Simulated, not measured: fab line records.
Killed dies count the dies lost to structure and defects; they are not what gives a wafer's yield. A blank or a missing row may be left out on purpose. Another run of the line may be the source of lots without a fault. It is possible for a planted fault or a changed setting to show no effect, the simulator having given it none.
Split-lot study    flow sky130    route with 708 steps; 5 lots, 23 wafers read

THE SPLIT
At SKY_VT_ADJUST_HVTP_DEVELOP_06 (develop time 60 s), the setting develop_time_s was moved away from the recipe's 60 s on 8 of the 23 wafers read, by -13.0% to +11.0%. For the rest of the wafers, this setting stayed at what the recipe calls for.

Between the split and the reading, the file records no step.

THE READING
cd_nm at SKY_VT_ADJUST_HVTP_CD_MEAS_07, given in nm (cd target 380 nm). Typical for fault-free wafers on this fab line: 379.6 nm, with standard deviation 2.8 nm.

wafer   tool, chamber at the split  develop_time_s as run, s  against the recipe  cd_nm, nm  against lot-mates on the recipe
L077.1  litho_track-02, 0           52.19                     -13.0%              365.9      -11.7
L077.2  litho_track-02, 0           52.19                     -13.0%              366.7      -10.9
L077.3  litho_track-02, 0           60                        recipe              377.0      -
L077.5  litho_track-02, 0           60                        recipe              378.2      -
L077.6  litho_track-02, 0           52.19                     -13.0%              362.6      -15.0
L080.2  litho_track-03, 0           60                        recipe              379.3      -
L080.4  litho_track-03, 0           60                        recipe              378.7      -
L080.5  litho_track-03, 0           60                        recipe              377.1      -
L082.1  litho_track-03, 0           60                        recipe              377.0      -
L082.3  litho_track-03, 0           60                        recipe              375.9      -
L082.4  litho_track-03, 0           60                        recipe              372.9      -
L082.5  litho_track-03, 0           60                        recipe              374.9      -
L082.6  litho_track-03, 0           60                        recipe              375.8      -
L084.1  litho_track-01, 0           60                        recipe              385.7      -
L084.2  litho_track-01, 0           60                        recipe              385.6      -
L084.3  litho_track-01, 0           60                        recipe              384.8      -
L084.5  litho_track-01, 0           66.63                     +11.0%              396.4      +11.0
L084.6  litho_track-01, 0           66.63                     +11.0%              394.6      +9.2
L085.1  litho_track-03, 0           54.91                     -8.5%               371.2      -7.7
L085.2  litho_track-03, 0           54.91                     -8.5%               374.0      -4.9
L085.3  litho_track-03, 0           60                        recipe              378.2      -
L085.4  litho_track-03, 0           60                        recipe              379.5      -
L085.5  litho_track-03, 0           54.91                     -8.5%               370.0      -8.9

FIT RESULTS
A straight line over all 23 wafers: cd_nm changes by +1.16 nm for each +1% of develop_time_s; r = +0.90; the points scatter about the line by 3.6 nm.
The same after taking each lot's own level away (the mean of its wafers on the recipe; 23 wafers): +0.925 nm for each +1%; r = +0.98; scatter 1.3 nm.
According to that fit, moving develop_time_s by its largest amount changes the reading by 12 nm.
The span of the lots' own levels, 375.30 to 385.37 nm, comes to 3.6 times the standard deviation stated above.
So the slope is not independent of the lot-to-lot level: the two fits are not the same.
Check: with one of the wafers moved furthest among these (-13.0%) left out of the fit, the line predicts -12.1 nm for it against its lot-mates. It came out at -11.7 nm against them.

THE OTHER SPLITS THESE WAFERS WENT THROUGH
Other splits were also applied to these wafers ahead of the reading. Each is held against what the fit with the lots' levels taken away leaves over:
other split on the same wafers         wafers away from the commonest value  r with cd_nm (lot level and that fit taken away)
SKY_FIELD_ISO_OXIDATION_01 ox_time_s   15                                    -0.18
SKY_FIELD_ISO_STRIP_16 power_w         9                                     +0.21
SKY_PWDE_SOFTBAKE_03 temp_c            9                                     +0.04
SKY_PWDE_DEVELOP_06 dev_temp_c         6                                     -0.05
SKY_NWELL_IMPLANT_11 dose_cm2          8                                     -0.26
SKY_NWELL_IMPLANT_24 energy_kev        7                                     +0.25
SKY_VT_ADJUST_HVTP_SOFTBAKE_03 temp_c  7                                     +0.06

THE FILE'S OWN FIT
cd_nm changes by +0.924 nm for each +1% of develop_time_s, r = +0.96.
